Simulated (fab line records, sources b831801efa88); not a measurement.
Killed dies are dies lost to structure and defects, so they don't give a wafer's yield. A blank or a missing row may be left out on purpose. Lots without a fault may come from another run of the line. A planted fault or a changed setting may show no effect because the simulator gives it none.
Which tool did it? | flow sfq_line | 14 lots, 42 wafers sampled, at 3 steps of a route of 325

WHAT THE GAUGES READ, wafer by wafer
The record holds no reading of a measuring or inspecting step that can be judged against a usual standard deviation.

WHICH TOOL RAN EACH LOT (tool, then ch and the chambers of the sampled wafers, then the start)
lot  | SFQ_TRILAYER_I0_CMP_CMP_028   | SFQ_TRILAYER_I0_METRO_MEASURE_029 | SFQ_TRILAYER_I0_VIA_ETCH_VIA_ETCH_034
L949 | cmp-02 ch 1,2, day 12 04:40   | film_metro-04, day 12 07:17       | rie_diel-01 ch 1,2,3, day 17 16:10
L952 | cmp-02 ch 1,3, day 13 09:06   | film_metro-04, day 13 11:43       | rie_diel-01 ch 1,2, day 19 00:42
L953 | cmp-02 ch 0,1,2, day 13 15:06 | film_metro-03, day 13 17:43       | rie_diel-01 ch 1,2,3, day 19 11:30
L954 | cmp-02 ch 0,3, day 14 06:37   | film_metro-02, day 14 09:14       | rie_diel-01 ch 0,2, day 20 08:57
L955 | cmp-02 ch 0,1,2, day 14 14:31 | film_metro-03, day 14 18:02       | rie_diel-01 ch 0,1,2, day 20 19:37
L956 | cmp-01 ch 2,3, day 15 06:15   | film_metro-04, day 15 09:22       | rie_diel-01 ch 0,1,3, day 21 11:13
L957 | cmp-01 ch 1,2,3, day 15 15:44 | film_metro-04, day 15 17:57       | rie_diel-01 ch 2,3, day 21 21:12
L962 | cmp-02 ch 0,2,3, day 17 00:51 | film_metro-02, day 17 03:58       | rie_diel-01 ch 0,1,2, day 23 15:12
L964 | cmp-01 ch 0,1, day 17 15:54   | film_metro-02, day 17 18:31       | rie_diel-04 ch 0,1,3, day 23 17:36
L965 | cmp-01 ch 1,2,3, day 18 01:37 | film_metro-04, day 18 04:44       | rie_diel-03 ch 0,1,2, day 24 17:57
L968 | cmp-02 ch 1,2,3, day 19 18:35 | film_metro-04, day 19 21:12       | rie_diel-04 ch 1,2,3, day 26 09:41
L969 | cmp-02 ch 0,1,2, day 20 06:18 | film_metro-04, day 20 08:49       | rie_diel-04 ch 2,3, day 26 22:29
L970 | cmp-01 ch 0,2,3, day 20 14:25 | film_metro-03, day 20 16:44       | rie_diel-03 ch 0,2,3, day 27 05:41
L971 | cmp-02 ch 1,2, day 20 21:06   | film_metro-04, day 21 00:19       | rie_diel-04 ch 0,1, day 27 12:53
- SFQ_TRILAYER_I0_CMP_CMP_028: polishes SiO2.
- SFQ_TRILAYER_I0_METRO_MEASURE_029
- SFQ_TRILAYER_I0_VIA_ETCH_VIA_ETCH_034: etches SiO2 in CHF3, stops on Nb, target depth 260 nm.

WHAT THE TOOLS THEMSELVES READ (means of the sampled wafers that have a number; where no wafer has one, the mark that the record gives instead)
SFQ_TRILAYER_I0_CMP_CMP_028. Usual: motor_current_A 10.2 A, standard deviation 1.1; time_to_endpoint_s 219 s, standard deviation 6.2.
lot  | tool   | motor_current_A (A) | time_to_endpoint_s (s) | flag
L949 | cmp-02 | 11.2                | 222                    |
L952 | cmp-02 | 10.2                | 215                    |
L953 | cmp-02 | 10.7                | 220                    |
L954 | cmp-02 | 9.1                 | 282                    | OFF
L955 | cmp-02 | 10.6                | 281                    | OFF
L956 | cmp-01 | 10.5                | 223                    |
L957 | cmp-01 | 10.4                | 224                    |
L962 | cmp-02 | 9.6                 | 213                    |
L964 | cmp-01 | 9.8                 | 216                    |
L965 | cmp-01 | 10.4                | 216                    |
L968 | cmp-02 | 10.8                | 214                    |
L969 | cmp-02 | 10.7                | 220                    |
L970 | cmp-01 | 10.4                | 224                    |
L971 | cmp-02 | 11.5                | 217                    |

SFQ_TRILAYER_I0_METRO_MEASURE_029. Usual: thk_nm 198.5 nm, standard deviation 1.1.
lot  | tool          | thk_nm (nm) | flag
L949 | film_metro-04 | 197.3       |
L952 | film_metro-04 | 198.3       |
L953 | film_metro-03 | 197.1       |
L954 | film_metro-02 | 304.9       | OFF
L955 | film_metro-03 | 304.3       | OFF
L956 | film_metro-04 | 199.1       |
L957 | film_metro-04 | 199.9       |
L962 | film_metro-02 | 197.4       |
L964 | film_metro-02 | 198.8       |
L965 | film_metro-04 | 198.8       |
L968 | film_metro-04 | 198.1       |
L969 | film_metro-04 | 198.0       |
L970 | film_metro-03 | 198.9       |
L971 | film_metro-04 | 197.8       |

SFQ_TRILAYER_I0_VIA_ETCH_VIA_ETCH_034. Usual: drypump_motor_current_A 5.9 A, standard deviation 0.41; oes_product_au 0.851 a.u., standard deviation 0.0051.
lot  | tool        | drypump_motor_current_A (A) | oes_product_au (a.u.) | flag
L949 | rie_diel-01 | 5.8                         | 0.848                 |
L952 | rie_diel-01 | 6.1                         | 0.852                 |
L953 | rie_diel-01 | 5.8                         | 0.847                 |
L954 | rie_diel-01 | 5.7                         | 1.002                 | OFF
L955 | rie_diel-01 | 5.8                         | 1.003                 | OFF
L956 | rie_diel-01 | 5.5                         | 0.856                 |
L957 | rie_diel-01 | 5.9                         | 0.854                 |
L962 | rie_diel-01 | 5.9                         | 0.850                 |
L964 | rie_diel-04 | 5.6                         | 0.854                 |
L965 | rie_diel-03 | 6.1                         | 0.853                 |
L968 | rie_diel-04 | 5.7                         | 0.852                 |
L969 | rie_diel-04 | 5.8                         | 0.848                 |
L970 | rie_diel-03 | 6.4                         | 0.848                 |
L971 | rie_diel-04 | 5.5                         | 0.854                 |

THE ANSWER, worked out from the rows above alone
Rule: a lot is off if the mean of its wafers that have a number lies more than 3 standard deviations from the usual mean. A lot without any number at a reading at which 4 lots or more have one is off too. The other lots that the step has rows for count as sound. The gauges are gone through in route order, then the tools' own readings, and for those a lot's mean is taken as printed above. The first step at which some lot is off is used, and at that step the reading that is off furthest; a lot without a number counts as furthest.
Off: L954, L955, at SFQ_TRILAYER_I0_CMP_CMP_028 (time_to_endpoint_s).
A tool fits if, at that step or a process step before it, it ran every lot that is off, and no sound lot after the first of them. None of those tried fits.

WHAT THE SIMULATOR HAD PUT IN
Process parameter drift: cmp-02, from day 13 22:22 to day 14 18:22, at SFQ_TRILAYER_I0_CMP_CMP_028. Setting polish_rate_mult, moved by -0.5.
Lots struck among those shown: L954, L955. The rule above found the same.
